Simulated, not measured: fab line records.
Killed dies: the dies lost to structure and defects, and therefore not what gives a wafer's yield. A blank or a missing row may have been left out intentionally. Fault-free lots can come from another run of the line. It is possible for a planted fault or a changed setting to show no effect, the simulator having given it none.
Chamber matching ; flow gf180mcu ; GF_SAB_CVD_00 on pecvd-01: 3 sister chambers
The step deposits SiO2 from TEOS, target thk 50 nm, time 4.9302 s. 14 wafers are shown with their chamber, then 7 later ones without.

## WAFERS PAIRED WITH THEIR CHAMBERS
wafer;chamber;heater power w (W)
L834.1;0;528
L834.4;0;521
L834.6;2;438
L835.4;1;597
L835.5;0;527
L835.6;2;469
L837.3;1;710
L837.4;2;537
L837.5;1;707
L839.1;2;501
L839.3;1;737
L839.6;2;500
L845.2;0;559
L845.3;2;509

SIGNATURES, as means of the wafers listed above
reading;chamber 0;chamber 1;chamber 2;scatter within a chamber
heater power w;533.75;687.75;492.33;40.8
Rule: a wafer's distance from a chamber is the root of the sum, over the readings, of the square of ((its reading less the chamber's mean) divided by the reading's scatter). If the next closest chamber is less than 2 further off than the closest, the wafer can't be placed; otherwise it belongs to the closest. The scatter: the root of (the sum of the squares of (reading less its chamber's mean) over the shown wafers, divided by (wafers less chambers)).

## WAFERS MISSING THEIR CHAMBER
wafer;heater power w (W)
L845.4;501
L851.2;597
L851.5;482
L851.6;541
L852.1;543
L852.4;584
L852.5;496

## THE CHAMBER EACH PASSED THROUGH
wafer;from the rows above;in truth
L845.4;can't be placed: 2 or 0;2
L851.2;can't be placed: 0 or 1 or 2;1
L851.5;can't be placed: 2 or 0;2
L851.6;can't be placed: 0 or 2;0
L852.1;can't be placed: 0 or 2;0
L852.4;can't be placed: 0 or 2 or 1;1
L852.5;can't be placed: 2 or 0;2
Correct placement for 0 of the 7. Not placeable from these rows: 7 (in 7, the candidates include the true chamber). 0 placed wrongly.
